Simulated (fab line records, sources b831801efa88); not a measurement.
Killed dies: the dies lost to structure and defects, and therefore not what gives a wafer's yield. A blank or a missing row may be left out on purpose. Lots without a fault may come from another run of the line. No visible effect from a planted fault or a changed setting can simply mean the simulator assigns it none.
A struck lot beside a sound one || flow sky130 || 34 steps out of a route of 708
Sound: these wafers, L253.2, L253.3, L253.5. Wafers struck: L263.3, L263.4, L263.5. The cause is given at the end.
Order at every step that has rows: each side's tool, ch and its chambers, its first start. Under that, the readings that differ: sound wafers || struck wafers || difference of the means || sigmas: that difference in standard deviations of wafers without a fault.
alike: same words and numbers on both sides, and readings whose means sit less than 2 such deviations apart. not compared: any withheld reading, any reading some wafer has no value for, any bound like >300 that may hide the same value, and any number with overlapping values for which the record gives no deviation.
Wherever a step has rows on one side only, a row that says differs or no value, or a row with sigmas, the two part there. Numbers that have no deviation but don't overlap get no sigmas and don't part them. Lack of a reading on every wafer of one side parts them only where that side has two or more wafers.

first, 10 steps without rows for these wafers: SKY_LOCAL_INTERCONNECT_COAT_05 (resist thk 60 nm); SKY_LOCAL_INTERCONNECT_COAT_06 (resist thk 450 nm); SKY_LOCAL_INTERCONNECT_SOFTBAKE_07 (time 90 s); SKY_LOCAL_INTERCONNECT_EXPOSE_08 (exposes mask LI1M, target cd 170 nm); SKY_LOCAL_INTERCONNECT_PEB_09; SKY_LOCAL_INTERCONNECT_DEVELOP_10 (develop time 60 s); SKY_LOCAL_INTERCONNECT_ETCH_13 (etches BARC in N2/H2, stops on SiO2, time 45.9 s, target depth 60 nm); SKY_LOCAL_INTERCONNECT_METAL_ETCH_14 (etches TiN in Cl2/BCl3, stops on PSG, target depth 110 nm, time 31.4 s); SKY_LOCAL_INTERCONNECT_STRIP_15 (strips in O2/N2); SKY_LOCAL_INTERCONNECT_STRIP_16 (strips in post etch residue remover, time 1200 s).
SKY_LOCAL_INTERCONNECT_CLEAN_17: cleans in IPA, time 180 s.
  sound on wet-bench-03 ch 3, day 30 12:43; struck on wet-bench-01 ch 3, day 34 10:49
then, 22 steps without rows for these wafers: SKY_LOCAL_INTERCONNECT_CLEAN_18 (cleans in O3/DIW); SKY_CONTACT_CVD_00 (deposits Si3N4, target thk 75 nm); SKY_CONTACT_HDPCVD_02 (deposits SiO2, target thk 565 nm, time 94.2 s); SKY_CONTACT_CMP_04 (polishes SiO2); SKY_CONTACT_DEHYDRATE_06 (time 60 s); SKY_CONTACT_HMDS_07 (prime time 60 s); SKY_CONTACT_COAT_08 (resist thk 60 nm); SKY_CONTACT_COAT_09 (resist thk 450 nm); SKY_CONTACT_SOFTBAKE_10 (time 90 s); SKY_CONTACT_EXPOSE_11 (exposes mask CTM1, target cd 170 nm); SKY_CONTACT_PEB_12; SKY_CONTACT_DEVELOP_13 (develop time 60 s); SKY_CONTACT_ETCH_16 (etches BARC in N2/H2, stops on SiO2, time 45.9 s, target depth 60 nm); SKY_CONTACT_ETCH_17 (etches SiO2 in C4F8/O2/Ar, stops on Si3N4, target depth 340 nm); SKY_CONTACT_ETCH_18 (etches Si3N4 in CHF3/O2, stops on TiN, time 39 s, target depth 75 nm); SKY_CONTACT_STRIP_19 (strips in O2/N2); SKY_CONTACT_STRIP_20 (strips in post etch residue remover, time 1200 s); SKY_CONTACT_CLEAN_21 (cleans in IPA, time 180 s); SKY_CONTACT_CLEAN_22 (cleans in O3/DIW); SKY_CONTACT_SPUTTER_23 (material TiN, target thk 20 nm, time 80 s); SKY_CONTACT_CVD_24 (deposits W, target thk 340 nm, time 102.12 s); SKY_CONTACT_CMP_27 (polishes, stops on SiO2, t overpolish 15 s, target thk 0 nm).
-- the record jumps here: 14 days lie between the struck wafers' starts before and after (it left off in module CONTACT and takes up again in module PAD_OPEN, whose first step shown is number 708 of the route) --
SKY_PAD_OPEN_PROBE_99:
  sound on prober-01, day 46 03:10; struck on prober-02, day 48 21:07
{"reading": "killed-at-contacts", "sound": "25 23 20", "struck": "55 47 67", "difference": "+34", "sigmas": "+7"}
{"reading": "killed-dies", "sound": "78 82 90", "struck": "100 115 132", "difference": "+32", "sigmas": "+3"}
  alike: killed_at_M0_to_M3, killed_at_M4_up, killed-at-front-end, killed-at-other, killed-open, killed-short

## WHERE THEY PART
Only at SKY_PAD_OPEN_PROBE_99, within this record.

WHY: whatever the simulator had introduced
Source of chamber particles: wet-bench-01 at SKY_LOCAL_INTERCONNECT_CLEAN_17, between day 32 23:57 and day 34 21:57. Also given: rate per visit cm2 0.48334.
